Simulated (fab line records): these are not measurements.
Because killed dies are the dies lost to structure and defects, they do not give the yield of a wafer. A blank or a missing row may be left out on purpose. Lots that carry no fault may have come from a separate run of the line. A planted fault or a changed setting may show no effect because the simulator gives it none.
Comparing a struck lot with a sound one :: flow gf180mcu :: 34 steps out of a route of 602
Sound: these wafers, L598.1, L598.3, L598.4. Wafers struck: L608.4, L608.5, L608.6. The cause is named last.
At each step with rows: each side's tool, then ch and its chambers, then its first start. Under that, the readings that differ: sound wafers :: struck wafers :: difference of the means :: sigmas: that difference in standard deviations of wafers without a fault.
alike: readings whose means differ by less than 2 such deviations, and words and numbers that are the same on both sides. not compared: withheld readings, readings that some wafer has no value for, bounds like >300 that may hide the same value, and numbers for which the record gives no deviation and whose values overlap.
Wherever a step has rows on one side only, a row that says differs or no value, or a row with sigmas, the two part there. When numbers do not overlap yet have no deviation, they are printed without sigmas and do not part them. A reading missing from all wafers of one side parts the sides only when that side holds two or more wafers.

first, 10 steps without rows for these wafers: GF_M1_HMDS_08 (prime time 60 s); GF_M1_COAT_09 (resist thk 1000 nm); GF_M1_SOFTBAKE_10 (time 60 s); GF_M1_EXPOSE_11 (exposes mask Metal1, target cd 230 nm); GF_M1_PEB_12 (peb time 90 s); GF_M1_DEVELOP_13 (develop time 60 s); GF_M1_METAL_ETCH_16 (etches the open film in Cl2/BCl3, stops on SiO2, target depth 750.8 nm, time 125.1 s); GF_M1_STRIP_17 (strips in O2/N2); GF_M1_STRIP_18 (strips in post etch residue remover, time 1200 s); GF_M1_CLEAN_19 (cleans in DIW).
GF_V1_CVD_00: deposits SiO2, target thk 600 nm, time 100 s.
  sound on hdpcvd-02 ch 0,1, day 18 02:29; struck on hdpcvd-02 ch 0,1,2, day 21 20:14
  alike: susceptor-temp-C
then, 22 steps without rows for these wafers: GF_V1_CVD_02 (deposits SiO2 from TEOS, target thk 850 nm, time 92.91 s); GF_V1_CMP_04 (polishes SiO2); GF_V1_DEHYDRATE_06 (time 60 s); GF_V1_HMDS_07 (prime time 60 s); GF_V1_COAT_08; GF_V1_COAT_09 (resist thk 1000 nm); GF_V1_SOFTBAKE_10 (time 60 s); GF_V1_EXPOSE_11 (exposes mask Via1, target cd 260 nm); GF_V1_PEB_12 (peb time 90 s); GF_V1_DEVELOP_13 (develop time 60 s); GF_V1_ETCH_16 (etches BARC in N2/H2); GF_V1_ETCH_17 (etches SiO2 in C4F8/O2/Ar, stops on TiN, target depth 630 nm); GF_V1_STRIP_18 (strips in O2/N2); GF_V1_STRIP_19 (strips in post etch residue remover, time 1200 s); GF_V1_CLEAN_20 (cleans in DIW); GF_V1_SPUTTER_21 (material Ti, target thk 15 nm, time 80.02 s); GF_V1_SPUTTER_22 (material TiN, target thk 10 nm, time 40 s); GF_V1_CVD_23 (deposits W, target thk 350 nm, time 105.05 s); GF_V1_CMP_26 (polishes, stops on SiO2, t overpolish 15 s, target thk 0 nm); GF_M2_SPUTTER_00 (material Ti, target thk 37.5 nm, time 150 s); GF_M2_SPUTTER_01 (material TiN, target thk 30 nm, time 25 s); GF_M2_SPUTTER_02 (material AlCu, target thk 450 nm, time 23.9 s).
-- the record jumps here: 11 days lie between the struck wafers' starts before and after (it left off in module M2 and takes up again in module PASSIVATION, whose first step shown is number 602 of the route) --
GF_PASSIVATION_PROBE_99:
  the record has rows for the struck wafers here (prober-02, day 32 16:52) and none for the sound ones

WHERE THEY PART
At GF_PASSIVATION_PROBE_99 and nowhere else, as far as this record goes.

WHY: whatever the simulator had introduced
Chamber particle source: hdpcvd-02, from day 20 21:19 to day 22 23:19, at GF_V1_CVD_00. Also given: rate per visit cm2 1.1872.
